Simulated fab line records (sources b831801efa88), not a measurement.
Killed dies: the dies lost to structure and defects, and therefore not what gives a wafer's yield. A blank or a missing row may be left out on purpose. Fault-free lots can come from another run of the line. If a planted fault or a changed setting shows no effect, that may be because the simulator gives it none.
2 desks, one fault    flow sky130    each desk holds nothing but its own numbers, with what lay behind them at the end

## AT THE TOOL OWNER'S DESK: rie_metal-03
The tool's own readings at SKY_METAL4_METAL_ETCH_18 (etches the open film in Cl2/BCl3, stops on SiO2, target depth 845 nm, time 183.1 s): means of the sampled wafers that have a number, for each lot that ran on this tool. The brackets show how far a lot's mean lies from the usual mean; more than 4 standard deviations puts the lot out of limits, marked OUT.
Columns: A = drypump_motor_current_A at SKY_METAL4_METAL_ETCH_18, usual 5.9 A; B = oes_product_au at SKY_METAL4_METAL_ETCH_18, usual 0.865 a.u.; C = throttle_valve_pct at SKY_METAL4_METAL_ETCH_18, usual 22.265 %
lot   first seen here  A    B      C
L469  day 41 17:23     6.1  0.874  22.265
L471  day 42 17:10     6.0  0.867  22.258
L474  day 43 04:02     6.1  0.861  22.268
L475  day 43 09:35     6.1  0.858  22.271
L478  day 44 10:39     6.0  0.868  22.264
L482  day 45 13:59     6.1  0.842  22.252
L483  day 45 21:33     6.0  0.857  22.260
L491  day 48 05:23     6.1  0.870  22.267
This desk found nothing out of limits on any of the 8 lots.

## METROLOGY DESK
What the gauges read for every lot (on any tool): the sampled wafers with a number, averaged. The brackets show how far a lot's mean lies from the usual mean; more than 4 standard deviations puts the lot out of limits, marked OUT.
Columns: A = VIA4_HDPCVD_THK at SKY_VIA4_THK_MEAS_01, usual 1700 nm
lot   first seen here  A
L469  day 41 18:20     1706
L471  day 42 18:05     1699
L474  day 43 04:59     1680
L475  day 43 10:34     1706
L476  day 44 01:28     1694
L478  day 44 11:36     1662
L482  day 45 14:58     1696
L483  day 45 22:31     1715
L484  day 46 04:54     1724
L491  day 48 06:22     1707
L492  day 48 08:32     1712
This desk found nothing out of limits on any of the 11 lots.

## BROUGHT TOGETHER
The desk of the tool owner found nothing out of limits.
The metrology desk saw nothing out of limits.

## WHAT THE SIMULATOR PUT IN
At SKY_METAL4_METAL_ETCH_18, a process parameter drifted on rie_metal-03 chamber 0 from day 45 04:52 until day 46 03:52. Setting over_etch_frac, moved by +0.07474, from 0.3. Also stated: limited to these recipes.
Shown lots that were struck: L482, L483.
